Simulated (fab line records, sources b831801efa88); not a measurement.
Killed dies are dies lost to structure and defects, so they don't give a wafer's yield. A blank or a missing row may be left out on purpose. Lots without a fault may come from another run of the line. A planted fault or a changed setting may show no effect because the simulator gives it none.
Which tool did it? | flow gf180mcu | 14 lots, 40 wafers sampled, at 5 steps of a route of 602

WHAT THE GAUGES READ, wafer by wafer
GF_MVSD_TW_MEAS_11. Usual: MVSD_TW 1580, standard deviation 9.2.
lot  | measured    | on            | MVSD_TW        | flag
L957 | day 4 16:05 | film_metro-04 | 1580 1568 1571 |
L958 | day 4 22:05 | film_metro-03 | 1576 1581 1576 |
L959 | day 5 03:59 | film_metro-03 | 1594 1586 1594 |
L960 | day 5 10:38 | film_metro-01 | 1592 1596 1603 |
L964 | day 6 08:59 | film_metro-01 | 1583 1590 1579 |
L967 | day 7 01:29 | film_metro-04 | 1573 1590      |
L968 | day 7 08:35 | film_metro-04 | 1579 1574      |
L969 | day 7 14:23 | film_metro-03 | 1580 1573 1576 |
L974 | day 8 19:47 | film_metro-01 | 1586 1584 1589 |
L975 | day 8 23:23 | film_metro-03 | 1569 1565 1573 |
L976 | day 9 07:04 | film_metro-01 | 1583 1584 1597 |
L977 | day 9 12:54 | film_metro-04 | 1572 1577 1587 |
L978 | day 9 18:44 | film_metro-03 | 1594 1587 1578 |
L979 | day 9 22:47 | film_metro-04 | 1576 1572 1578 |

GF_V1_THK_MEAS_25: measures by xrf. Usual: V1_W_THK 349 nm, standard deviation 4.5.
lot  | measured     | on            | V1_W_THK (nm) | flag
L957 | day 18 10:30 | film_metro-04 | 345 343 340   |
L958 | day 18 23:02 | film_metro-02 | 345 349 345   |
L959 | day 19 10:52 | film_metro-02 | 354 346 352   |
L960 | day 19 18:00 | film_metro-02 | 351 355 357   |
L964 | day 21 10:40 | film_metro-02 | 344 350 348   |
L967 | day 22 07:32 | film_metro-03 | 352 348       |
L968 | day 23 02:26 | film_metro-02 | 356 354       |
L969 | day 23 04:29 | film_metro-02 | 350 346 352   |
L974 | day 24 17:13 | film_metro-03 | 350 352 354   |
L975 | day 24 23:30 | film_metro-02 | 339 346 342   |
L976 | day 25 09:24 | film_metro-03 | 347 345 345   |
L977 | day 25 14:34 | film_metro-04 | 347 344 349   |
L978 | day 25 20:37 | film_metro-04 | 354 351 353   |
L979 | day 26 02:52 | film_metro-03 | 350 347 353   |

GF_M2_OVL_MEAS_15. Usual: M2_OVL 1 nm, standard deviation 6.2.
lot  | measured     | on         | M2_OVL (nm) | flag
L957 | day 19 11:06 | overlay-02 | 6 -4 5      |
L958 | day 20 00:04 | overlay-02 | 1 -5 7      |
L959 | day 20 11:48 | overlay-02 | 0 0 2       |
L960 | day 20 17:57 | overlay-01 | 2 10 6      |
L964 | day 22 11:00 | overlay-01 | -2 4 0      |
L967 | day 23 06:39 | overlay-02 | -5 1        |
L968 | day 24 01:52 | overlay-01 | 0 6         |
L969 | day 24 03:28 | overlay-01 | 3 -5 7      |
L974 | day 25 15:33 | overlay-01 | -8 -10 -2   |
L975 | day 25 21:54 | overlay-01 | 3 3 -4      |
L976 | day 26 07:25 | overlay-02 | -7 -1 -5    |
L977 | day 26 12:01 | overlay-01 | -3 9 3      |
L978 | day 26 17:58 | overlay-02 | 6 -2 -2     |
L979 | day 27 00:43 | overlay-02 | 5 6 1       |

WHICH TOOL RAN EACH LOT (tool, then ch and the chambers of the sampled wafers, then the start)
lot  | GF_VT_IMPLANT_COAT_13             | GF_VT_IMPLANT_STRIP_20
L957 | litho_track-04 ch 0, day 6 02:55  | plasma_asher-03 ch 0,1, day 6 10:56
L958 | litho_track-04 ch 0, day 6 09:57  | plasma_asher-04 ch 0,1, day 6 17:28
L959 | litho_track-03 ch 0, day 6 17:08  | plasma_asher-02 ch 0,1, day 7 00:49
L960 | litho_track-01 ch 0, day 7 00:24  | plasma_asher-04 ch 1, day 7 08:22
L964 | litho_track-04 ch 0, day 8 00:52  | plasma_asher-03 ch 0,1, day 8 09:28
L967 | litho_track-04 ch 0, day 8 18:19  | plasma_asher-02 ch 0, day 9 03:01
L968 | litho_track-04 ch 0, day 9 02:10  | plasma_asher-03 ch 1, day 9 11:10
L969 | litho_track-03 ch 0, day 9 07:53  | plasma_asher-02 ch 0,1, day 9 16:55
L974 | litho_track-03 ch 0, day 10 15:44 | plasma_asher-02 ch 0,1, day 11 00:49
L975 | litho_track-03 ch 0, day 10 18:59 | plasma_asher-04 ch 0,1, day 11 04:44
L976 | litho_track-01 ch 0, day 11 03:17 | plasma_asher-04 ch 0,1, day 11 12:55
L977 | litho_track-04 ch 0, day 11 09:21 | plasma_asher-03 ch 0,1, day 11 19:34
L978 | litho_track-01 ch 0, day 11 16:37 | plasma_asher-03 ch 0, day 12 02:41
L979 | litho_track-03 ch 0, day 11 19:43 | plasma_asher-02 ch 0,1, day 12 05:49
- GF_VT_IMPLANT_COAT_13: resist thk 1000 nm.
- GF_VT_IMPLANT_STRIP_20: strips in O2/N2.

WHAT THE TOOLS THEMSELVES READ (means of the sampled wafers that have a number; where no wafer has one, the mark that the record gives instead)
GF_VT_IMPLANT_COAT_13. Usual: exhaust_pa 45.0 Pa, standard deviation 0.92; resist_line_temp_C 22.99 C, standard deviation 0.11.
lot  | tool           | exhaust_pa (Pa) | resist_line_temp_C (C) | flag
L957 | litho_track-04 | 45.7            | 23.02                  |
L958 | litho_track-04 | 44.1            | 22.87                  |
L959 | litho_track-03 | 45.5            | 22.94                  |
L960 | litho_track-01 | 45.1            | 23.09                  |
L964 | litho_track-04 | 44.2            | 22.92                  |
L967 | litho_track-04 | 45.4            | 22.84                  |
L968 | litho_track-04 | 44.9            | 22.98                  |
L969 | litho_track-03 | 45.4            | 22.92                  |
L974 | litho_track-03 | 45.6            | 23.15                  |
L975 | litho_track-03 | 44.7            | 23.08                  |
L976 | litho_track-01 | 45.3            | 23.04                  |
L977 | litho_track-04 | 46.3            | 23.05                  |
L978 | litho_track-01 | 45.8            | 22.98                  |
L979 | litho_track-03 | 45.3            | 23.03                  |

GF_VT_IMPLANT_STRIP_20. Usual: drypump_motor_current_A 5.8 A, standard deviation 0.38; heater_power_w 344 W, standard deviation 36; oes_product_au 0.717 a.u., standard deviation 0.0044; strip_time_to_endpoint_s 12.647 s, standard deviation 0.029.
lot  | tool            | drypump_motor_current_A (A) | heater_power_w (W) | oes_product_au (a.u.) | strip_time_to_endpoint_s (s) | flag
L957 | plasma_asher-03 | 5.5                         | 352                | 0.719                 | 12.652                       |
L958 | plasma_asher-04 | 6.3                         | 324                | 0.715                 | 12.636                       |
L959 | plasma_asher-02 | 5.5                         | 369                | 0.715                 | 12.644                       |
L960 | plasma_asher-04 | 6.5                         | 320                | 0.722                 | 12.673                       |
L964 | plasma_asher-03 | 5.8                         | 352                | 0.719                 | 12.463                       | OFF
L967 | plasma_asher-02 | 5.7                         | 292                | 0.715                 | 12.319                       | OFF
L968 | plasma_asher-03 | 5.3                         | 346                | 0.712                 | 12.053                       | OFF
L969 | plasma_asher-02 | 5.7                         | 328                | 0.717                 | 12.662                       |
L974 | plasma_asher-02 | 5.6                         | 362                | 0.713                 | 12.654                       |
L975 | plasma_asher-04 | 6.1                         | 328                | 0.717                 | 12.664                       |
L976 | plasma_asher-04 | 6.3                         | 322                | 0.718                 | 12.644                       |
L977 | plasma_asher-03 | 5.8                         | 354                | 0.717                 | 12.618                       |
L978 | plasma_asher-03 | 6.0                         | 359                | 0.721                 | 12.636                       |
L979 | plasma_asher-02 | 5.6                         | 364                | 0.718                 | 12.684                       |

THE ANSWER, worked out from the rows above alone
Rule: a lot is off if the mean of its wafers that have a number lies more than 3 standard deviations from the usual mean. A lot without any number at a reading at which 4 lots or more have one is off too. The other lots that the step has rows for count as sound. The gauges are gone through in route order, then the tools' own readings, and for those a lot's mean is taken as printed above. The first step at which some lot is off is used, and at that step the reading that is off furthest; a lot without a number counts as furthest.
Off: L964, L967, L968, at GF_VT_IMPLANT_STRIP_20 (strip_time_to_endpoint_s).
A tool fits if, at that step or a process step before it, it ran every lot that is off, and no sound lot after the first of them. None of those tried fits.

WHAT THE SIMULATOR HAD PUT IN
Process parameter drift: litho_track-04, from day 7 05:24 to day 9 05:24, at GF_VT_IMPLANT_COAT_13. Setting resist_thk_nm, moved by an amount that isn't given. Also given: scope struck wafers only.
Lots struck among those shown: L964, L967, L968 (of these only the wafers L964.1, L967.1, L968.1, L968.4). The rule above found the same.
